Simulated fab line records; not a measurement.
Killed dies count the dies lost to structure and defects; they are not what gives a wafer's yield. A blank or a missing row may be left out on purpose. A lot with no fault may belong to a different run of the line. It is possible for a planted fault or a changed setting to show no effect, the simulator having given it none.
What tool caused it? -- flow gf180mcu -- 36 wafers from 12 lots sampled at 5 of the route's 602 steps

== WHAT THE GAUGES READ, wafer by wafer ==
GF_PASSIVATION_THK_MEAS_01.
lot,measured,on,PASSIVATION_CVD_00_THK (nm)
L442,day 28 03:10,film-metro-04,1000 994 1007
L443,day 28 13:01,film-metro-04,996 1025 1022
L445,day 29 00:02,film-metro-01,1010 1007 1028
L452,day 31 03:17,film-metro-01,987 818 832
L456,day 32 07:28,film-metro-04,1016 1020 1009
L459,day 32 23:05,film-metro-02,992 1006 1011
L460,day 33 04:01,film-metro-02,1009 997 1013
L461,day 33 17:40,film-metro-01,981 1006 1005
L462,day 33 19:19,film-metro-01,999 1018 1024
L464,day 34 03:55,film-metro-02,980 1020 1022
L463,day 34 04:17,film-metro-02,991 1010 1006
L465,day 34 08:07,film-metro-01,986 983 993

GF_PASSIVATION_BOW_MEAS_14.
lot,measured,on,PASSIVATION_BOW (um)
L442,day 29 00:41,film-metro-02,126 140 124
L443,day 29 11:20,film-metro-02,131 124 118
L445,day 29 21:03,film-metro-02,134 126 135
L452,day 31 22:50,film-metro-02,135 145 122
L456,day 33 02:02,film-metro-02,135 139 122
L459,day 33 17:02,film-metro-04,148 157 151
L460,day 33 21:39,film-metro-04,157 144 137
L461,day 34 10:22,film-metro-02,135 132 135
L462,day 34 12:46,film-metro-02,150 152 156
L464,day 34 20:24,film-metro-04,150 141 139
L463,day 34 20:37,film-metro-04,150 135 151
L465,day 35 01:00,film-metro-02,141 139 134

== WHAT TOOL EACH LOT RAN ON (gives the tool, then ch and the chambers of the sampled wafers, and finally the start) ==
lot,GF_V5_CMP_26,GF_PASSIVATION_CVD_00,GF_PASSIVATION_ETCH_11
L442,"cmp-02 ch 0,1,2, day 27 05:47","pecvd-02 ch 0,1, day 28 03:05","rie-diel-02 ch 0,2,3, day 28 22:49"
L443,"cmp-01 ch 0,2, day 27 15:30","pecvd-02 ch 0,1,2, day 28 12:55","rie-diel-04 ch 2,3, day 29 09:26"
L445,"cmp-02 ch 1,3, day 28 02:28","pecvd-02 ch 0,2, day 28 23:57","rie-diel-02 ch 0,2, day 29 19:10"
L452,"cmp-01 ch 0,1,3, day 30 07:40","pecvd-04 ch 0,1,2, day 31 03:13","rie-diel-01 ch 0,1,3, day 31 20:58"
L456,"cmp-01 ch 0,1,2, day 31 12:53","pecvd-01 ch 0,1, day 32 07:21","rie-diel-01 ch 0,1,2, day 33 00:14"
L459,"cmp-01 ch 0,3, day 32 05:13","pecvd-02 ch 1,2, day 32 23:00","rie-diel-01 ch 0,2, day 33 15:10"
L460,"cmp-01 ch 0,1,2, day 32 10:41","pecvd-01 ch 1,2, day 33 03:55","rie-diel-04 ch 1,2,3, day 33 19:46"
L461,"cmp-01 ch 1,2,3, day 33 00:53","pecvd-02 ch 0,1,2, day 33 17:34","rie-diel-02 ch 2,3, day 34 08:28"
L462,"cmp-01 ch 0,3, day 33 02:31","pecvd-01 ch 0,2, day 33 19:13","rie-diel-04 ch 0,1,2, day 34 10:52"
L464,"cmp-01 ch 0,1,2, day 33 11:15","pecvd-02 ch 0,1,2, day 34 03:50","rie-diel-01 ch 1, day 34 18:22"
L463,"cmp-02 ch 1,3, day 33 11:28","pecvd-01 ch 1,2, day 34 04:09","rie-diel-02 ch 0,2, day 34 18:43"
L465,"cmp-01 ch 2,3, day 33 15:31","pecvd-04 ch 0,1, day 34 08:02","rie-diel-04 ch 0,3, day 34 23:07"
- GF_V5_CMP_26: polishes, stops on SiO2, t overpolish 15 s, target thk 0 nm.
- GF_PASSIVATION_CVD_00: deposits SiO2 from TEOS, target thk 1000 nm, time 111.95 s.
- GF_PASSIVATION_ETCH_11: etches the open film in CF4/O2, stops on TiN, target depth 2040 nm, time 453.3 s.

== WHAT THE TOOLS THEMSELVES READ (means of the sampled wafers that have a number; where no wafer has one, the mark that the record gives instead) ==
GF_V5_CMP_26.
lot,tool,motor-current-A (A),overpolish-run-s (s),time-to-endpoint-s (s)
L442,cmp-02,11.3,14.998,80
L443,cmp-01,11.7,15.007,90
L445,cmp-02,10.6,15.000,82
L452,cmp-01,10.6,15.008,80
L456,cmp-01,11.6,15.002,82
L459,cmp-01,10.9,15.003,84
L460,cmp-01,11.7,15.003,83
L461,cmp-01,10.9,15.002,83
L462,cmp-01,11.2,15.004,82
L464,cmp-01,11.3,14.997,83
L463,cmp-02,11.0,14.999,90
L465,cmp-01,10.6,15.001,88

GF_PASSIVATION_CVD_00.
lot,tool,heater-power-outer-w (W),heater-power-w (W)
L442,pecvd-02,361,668
L443,pecvd-02,423,776
L445,pecvd-02,369,714
L452,pecvd-04,419,691
L456,pecvd-01,406,659
L459,pecvd-02,418,778
L460,pecvd-01,448,755
L461,pecvd-02,402,750
L462,pecvd-01,384,682
L464,pecvd-02,402,746
L463,pecvd-01,402,716
L465,pecvd-04,415,690

GF_PASSIVATION_ETCH_11.
lot,tool,drypump-motor-current-A (A),oes-product-au (a.u.),throttle-valve-pct (%)
L442,rie-diel-02,6.0,0.993,5.968
L443,rie-diel-04,6.0,0.980,5.955
L445,rie-diel-02,6.2,0.988,5.966
L452,rie-diel-01,6.1,0.996,5.964
L456,rie-diel-01,5.8,0.992,5.973
L459,rie-diel-01,5.4,0.992,5.971
L460,rie-diel-04,6.0,0.985,5.971
L461,rie-diel-02,5.7,0.994,5.971
L462,rie-diel-04,6.1,0.984,5.970
L464,rie-diel-01,6.2,0.995,5.967
L463,rie-diel-02,6.3,0.989,5.970
L465,rie-diel-04,6.3,0.983,5.965

== THE ANSWER, worked out from the rows above alone ==
Rule: the lots themselves supply what counts as usual. Put in order of their means at a reading, lots are off if they are a third of the lots or fewer, leave a main group of 4 or more, and stand apart from it by a gap of 3 or more times the standard deviation of the main group's means; of several such gaps the widest counts. A main group whose means are all the same, to the digits that the tables above print for the reading, isn't used. A lot without any number at a reading at which 4 lots or more have one is off too. Where the step has rows for the other lots, those lots are counted as sound. The gauges are gone through in route order, then the tools' own readings, and for those a lot's mean is taken as printed above. The first step at which some lot is off is used, and at that step the reading that is off furthest; a lot without a number counts as furthest.
Off: at GF_PASSIVATION_THK_MEAS_01 (PASSIVATION_CVD_00_THK), L452. Mean 1006 nm and standard deviation 8.4 in the main group.
A tool fits if, at a process step before that reading, it ran every lot that is off, and no sound lot after the first of them. Those tools and the gauges at GF_PASSIVATION_THK_MEAS_01 are tried in the same way. Not one of the candidates tried fits.

== WHAT THE SIMULATOR HAD PUT IN ==
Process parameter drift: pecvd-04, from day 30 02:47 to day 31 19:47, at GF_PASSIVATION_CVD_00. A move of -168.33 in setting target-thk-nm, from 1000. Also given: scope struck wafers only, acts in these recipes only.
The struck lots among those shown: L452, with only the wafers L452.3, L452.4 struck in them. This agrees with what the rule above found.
